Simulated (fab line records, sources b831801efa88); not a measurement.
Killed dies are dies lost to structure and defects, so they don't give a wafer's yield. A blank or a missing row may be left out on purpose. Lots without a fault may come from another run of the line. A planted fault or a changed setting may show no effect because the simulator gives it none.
Which tool did it? | flow sky130 | 13 lots, 39 wafers sampled, at 5 steps of a route of 708

WHAT THE GAUGES READ, wafer by wafer
SKY_FIELD_ISO_THK_MEAS_04.
lot  | measured    | on            | FIELD_ISO_CVD_03_THK (nm)
L433 | day 1 14:08 | film_metro-01 | 166.1 165.3 165.1
L434 | day 1 18:40 | film_metro-04 | 161.4 162.8 162.4
L435 | day 1 23:57 | film_metro-03 | 162.5 162.1 163.9
L436 | day 2 05:40 | film_metro-04 | 165.9 165.6 165.6
L437 | day 2 12:39 | film_metro-01 | 165.6 163.7 164.0
L440 | day 3 01:26 | film_metro-03 | 164.8 164.4 165.4
L441 | day 3 05:38 | film_metro-04 | 163.7 163.2 162.7
L451 | day 8 19:36 | film_metro-03 | 162.2 162.1 163.5
L452 | day 8 19:36 | film_metro-01 | 167.1 166.0 167.2
L453 | day 8 19:36 | film_metro-04 | 164.0 163.4 164.7
L454 | day 8 19:40 | film_metro-03 | 166.5 167.2 167.0
L455 | day 8 19:40 | film_metro-01 | 167.3 165.3 166.0
L456 | day 8 19:40 | film_metro-04 | 163.7 166.2 166.3

SKY_SONOS_ONO_THK_MEAS_03.
lot  | measured     | on            | SONOS_ONO_CVD_02_THK (nm)
L433 | day 9 13:25  | film_metro-03 | 10.57 10.54 10.52
L434 | day 9 21:01  | film_metro-03 | 10.58 10.45 10.42
L435 | day 10 05:12 | film_metro-01 | 10.60 10.66 10.52
L436 | day 10 12:09 | film_metro-03 | 10.63 10.58 10.51
L437 | day 10 12:10 | film_metro-04 | 10.62 10.53 10.43
L440 | day 11 10:25 | film_metro-03 | 10.46 10.36 10.41
L441 | day 11 18:24 | film_metro-04 | 11.37 11.55 11.41
L451 | day 22 20:42 | film_metro-01 | 10.47 10.53 10.47
L452 | day 22 20:42 | film_metro-04 | 10.60 10.53 10.73
L453 | day 22 19:39 | film_metro-03 | 10.56 10.64 10.52
L454 | day 22 21:45 | film_metro-03 | 10.42 10.29 10.52
L455 | day 22 21:45 | film_metro-01 | 10.43 10.33 10.30
L456 | day 22 21:45 | film_metro-04 | 10.56 10.51 10.57

SKY_LDD_LDN_TW_MEAS_13.
lot  | measured     | on            | LDD_LDN_TW
L433 | day 20 00:13 | film_metro-01 | 1466 1465 1457
L434 | day 20 01:08 | film_metro-03 | 1494 1493 1488
L435 | day 20 13:28 | film_metro-04 | 1468 1462 1469
L436 | day 20 20:28 | film_metro-04 | 1460 1466 1469
L437 | day 21 09:48 | film_metro-04 | 1470 1472 1470
L440 | day 22 13:11 | film_metro-03 | 1492 1495 1491
L441 | day 23 00:59 | film_metro-03 | 1486 1485 1493
L451 | day 33 22:36 | film_metro-03 | 1484 1488 1486
L452 | day 34 00:27 | film_metro-04 | 1459 1460 1468
L453 | day 33 19:08 | film_metro-01 | 1476 1466 1469
L454 | day 34 01:59 | film_metro-03 | 1485 1477 1477
L455 | day 34 02:00 | film_metro-04 | 1463 1465 1467
L456 | day 34 02:54 | film_metro-03 | 1479 1482 1477

SKY_LI_CONTACT_CD_MEAS_12: target cd 170 nm.
lot  | measured     | on        | cd_nm (nm)
L433 | day 26 20:55 | cd_sem-02 | 167.7 169.0 167.7
L434 | day 26 21:34 | cd_sem-02 | 170.5 169.3 170.0
L435 | day 26 21:55 | cd_sem-01 | 171.2 169.1 170.6
L436 | day 26 23:47 | cd_sem-01 | 169.7 171.7 171.6
L437 | day 27 15:17 | cd_sem-01 | 170.3 170.7 171.2
L440 | day 28 15:08 | cd_sem-02 | 168.6 169.8 169.0
L441 | day 29 00:18 | cd_sem-02 | 167.6 170.6 169.7
L451 | day 39 16:04 | cd_sem-02 | 171.7 171.5 170.6
L452 | day 39 17:49 | cd_sem-01 | 169.5 169.3 168.4
L453 | day 39 11:53 | cd_sem-01 | 169.3 168.8 170.5
L454 | day 39 18:28 | cd_sem-01 | 168.5 169.7 170.1
L455 | day 39 19:28 | cd_sem-02 | 170.4 169.3 169.8
L456 | day 39 21:29 | cd_sem-02 | 171.1 172.2 171.3

WHICH TOOL RAN EACH LOT (tool, then ch and the chambers of the sampled wafers, then the start)
lot  | SKY_SONOS_ONO_CVD_02
L433 | lpcvd-02 ch 1, day 9 12:22
L434 | lpcvd-02 ch 1, day 9 19:58
L435 | lpcvd-02 ch 0, day 10 04:09
L436 | lpcvd-02 ch 0, day 10 11:06
L437 | lpcvd-02 ch 1, day 10 11:06
L440 | lpcvd-02 ch 1, day 11 09:22
L441 | lpcvd-02 ch 1, day 11 17:20
L451 | lpcvd-02 ch 0, day 22 19:38
L452 | lpcvd-02 ch 0, day 22 19:38
L453 | lpcvd-02 ch 0, day 22 18:35
L454 | lpcvd-02 ch 1, day 22 20:41
L455 | lpcvd-02 ch 0, day 22 20:41
L456 | lpcvd-02 ch 0, day 22 20:41
- SKY_SONOS_ONO_CVD_02: deposits Si3N4 from DCS/NH3, target thk 10.5 nm, time 180 s.

WHAT THE TOOLS THEMSELVES READ (means of the sampled wafers that have a number; where no wafer has one, the mark that the record gives instead)
SKY_SONOS_ONO_CVD_02.
lot  | tool     | pressure_mtorr (mTorr) | zone_power_upper_pct (%)
L433 | lpcvd-02 | 250.2                  | 13.16
L434 | lpcvd-02 | 249.8                  | 13.19
L435 | lpcvd-02 | 249.8                  | 13.47
L436 | lpcvd-02 | 250.1                  | 13.31
L437 | lpcvd-02 | 249.4                  | 13.21
L440 | lpcvd-02 | 250.7                  | 13.20
L441 | lpcvd-02 | 249.7                  | 13.26
L451 | lpcvd-02 | 249.5                  | 13.21
L452 | lpcvd-02 | 249.5                  | 13.37
L453 | lpcvd-02 | 249.9                  | 13.36
L454 | lpcvd-02 | 250.7                  | 13.26
L455 | lpcvd-02 | 250.1                  | 13.39
L456 | lpcvd-02 | 250.5                  | 13.28

THE ANSWER, worked out from the rows above alone
Rule: what is usual is taken from the lots themselves. Put in order of their means at a reading, lots are off if they are a third of the lots or fewer, leave a main group of 4 or more, and stand apart from it by a gap of 3 or more times the standard deviation of the main group's means; of several such gaps the widest counts. A main group whose means are all the same, to the digits that the tables above print for the reading, isn't used. A lot without any number at a reading at which 4 lots or more have one is off too. The other lots that the step has rows for count as sound. The gauges are gone through in route order, then the tools' own readings, and for those a lot's mean is taken as printed above. The first step at which some lot is off is used, and at that step the reading that is off furthest; a lot without a number counts as furthest.
Off: L441, at SKY_SONOS_ONO_THK_MEAS_03 (SONOS_ONO_CVD_02_THK). The main group: mean 10.51 nm, standard deviation 0.079.
A tool fits if, at a process step before that reading, it ran every lot that is off, and no sound lot after the first of them. The gauges at SKY_SONOS_ONO_THK_MEAS_03 are tried like those tools. None of those tried fits.

WHAT THE SIMULATOR HAD PUT IN
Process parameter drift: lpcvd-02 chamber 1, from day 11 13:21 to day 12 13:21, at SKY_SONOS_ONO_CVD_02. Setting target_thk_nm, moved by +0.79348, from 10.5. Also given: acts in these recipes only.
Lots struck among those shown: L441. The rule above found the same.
